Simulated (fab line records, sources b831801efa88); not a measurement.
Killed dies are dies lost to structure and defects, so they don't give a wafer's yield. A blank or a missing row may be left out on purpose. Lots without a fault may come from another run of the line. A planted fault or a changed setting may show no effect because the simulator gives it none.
Which tool did it? | flow sky130 | 12 lots, 36 wafers sampled, at 4 steps of a route of 708

WHAT THE GAUGES READ, wafer by wafer
SKY_PWDE_TW_MEAS_10. Usual: PWDE_TW 375, standard deviation 4.4.
lot  | measured    | on            | PWDE_TW     | flag
L178 | day 4 04:56 | film_metro-01 | 382 382 379 |
L179 | day 4 08:16 | film_metro-03 | 372 374 373 |
L186 | day 6 05:50 | film_metro-03 | 456 459 458 | OFF
L187 | day 6 06:44 | film_metro-01 | 472 470 469 | OFF
L188 | day 6 13:46 | film_metro-01 | 383 381 382 |
L191 | day 7 07:50 | film_metro-04 | 466 464 465 | OFF
L194 | day 8 09:04 | film_metro-01 | 379 378 376 |
L196 | day 8 10:02 | film_metro-04 | 377 376 376 |
L197 | day 9 08:35 | film_metro-03 | 374 374 372 |
L198 | day 9 18:14 | film_metro-01 | 380 378 379 |
L200 | day 9 18:18 | film_metro-04 | 373 373 373 |
L199 | day 9 18:59 | film_metro-01 | 381 382 380 |

SKY_NWELL_RS_MEAS_31: measures by four-point-probe. Usual: PWDE_RS 5273 ohm/sq, standard deviation 16.
lot  | measured     | on            | PWDE_RS (ohm/sq) | flag
L178 | day 5 16:27  | film_metro-01 | 5295 5292 5303   |
L179 | day 5 21:20  | film_metro-04 | 5273 5263 5267   |
L186 | day 7 19:54  | film_metro-03 | 3116 3115 3124   | OFF
L187 | day 7 21:06  | film_metro-03 | 3123 3127 3137   | OFF
L188 | day 8 04:57  | film_metro-04 | 5252 5252 5276   |
L191 | day 8 23:18  | film_metro-04 | 3107 3111 3108   | OFF
L194 | day 10 04:44 | film_metro-03 | 5265 5292 5274   |
L196 | day 10 06:03 | film_metro-04 | 5234 5263 5262   |
L197 | day 11 05:50 | film_metro-03 | 5262 5276 5282   |
L198 | day 11 16:37 | film_metro-01 | 5297 5273 5275   |
L200 | day 11 16:58 | film_metro-03 | 5247 5250 5268   |
L199 | day 11 17:27 | film_metro-01 | 5257 5258 5246   |

SKY_SONOS_ONO_THK_MEAS_01. Usual: SONOS_ONO_OXIDATION_THK 2.61 nm, standard deviation 0.067.
lot  | measured     | on            | SONOS_ONO_OXIDATION_THK (nm) | flag
L178 | day 11 20:47 | film_metro-02 | 2.71 2.68 2.67               |
L179 | day 12 06:32 | film_metro-04 | 2.61 2.63 2.62               |
L186 | day 14 13:44 | film_metro-02 | 2.56 2.60 2.58               |
L187 | day 14 18:06 | film_metro-02 | 2.54 2.53 2.52               |
L188 | day 15 02:00 | film_metro-02 | 2.57 2.55 2.54               |
L191 | day 16 10:14 | film_metro-04 | 2.62 2.69 2.66               |
L194 | day 17 15:46 | film_metro-03 | 2.66 2.69 2.61               |
L196 | day 17 20:49 | film_metro-02 | 2.52 2.50 2.54               |
L197 | day 19 04:27 | film_metro-03 | 2.60 2.56 2.55               |
L198 | day 19 19:08 | film_metro-02 | 2.53 2.58 2.56               |
L200 | day 19 19:08 | film_metro-04 | 2.61 2.64 2.61               |
L199 | day 19 19:08 | film_metro-03 | 2.62 2.53 2.63               |

WHICH TOOL RAN EACH LOT (tool, then ch and the chambers of the sampled wafers, then the start)
lot  | SKY_PWDE_IMPLANT_08
L178 | implanter-01 ch 0, day 4 04:41
L179 | implanter-02 ch 0, day 4 08:01
L186 | implanter-02 ch 0, day 6 05:13
L187 | implanter-01 ch 0, day 6 06:10
L188 | implanter-04 ch 0, day 6 13:31
L191 | implanter-04 ch 0, day 7 07:19
L194 | implanter-04 ch 0, day 8 08:50
L196 | implanter-01 ch 0, day 8 09:47
L197 | implanter-02 ch 0, day 9 08:20
L198 | implanter-02 ch 0, day 9 17:59
L200 | implanter-04 ch 0, day 9 18:04
L199 | implanter-01 ch 0, day 9 18:44
- SKY_PWDE_IMPLANT_08

WHAT THE TOOLS THEMSELVES READ (means of the sampled wafers that have a number; where no wafer has one, the mark that the record gives instead)
The record holds no such reading with a usual standard deviation.

THE ANSWER, worked out from the rows above alone
Rule: a lot is off if the mean of its wafers that have a number lies more than 3 standard deviations from the usual mean. A lot without any number at a reading at which 4 lots or more have one is off too. The other lots that the step has rows for count as sound. The gauges are gone through in route order, then the tools' own readings, and for those a lot's mean is taken as printed above. The first step at which some lot is off is used, and at that step the reading that is off furthest; a lot without a number counts as furthest.
Off: L186, L187, L191, at SKY_PWDE_TW_MEAS_10 (PWDE_TW).
A tool fits if, at a process step before that reading, it ran every lot that is off, and no sound lot after the first of them. The gauges at SKY_PWDE_TW_MEAS_10 are tried like those tools. None of those tried fits.

WHAT THE SIMULATOR HAD PUT IN
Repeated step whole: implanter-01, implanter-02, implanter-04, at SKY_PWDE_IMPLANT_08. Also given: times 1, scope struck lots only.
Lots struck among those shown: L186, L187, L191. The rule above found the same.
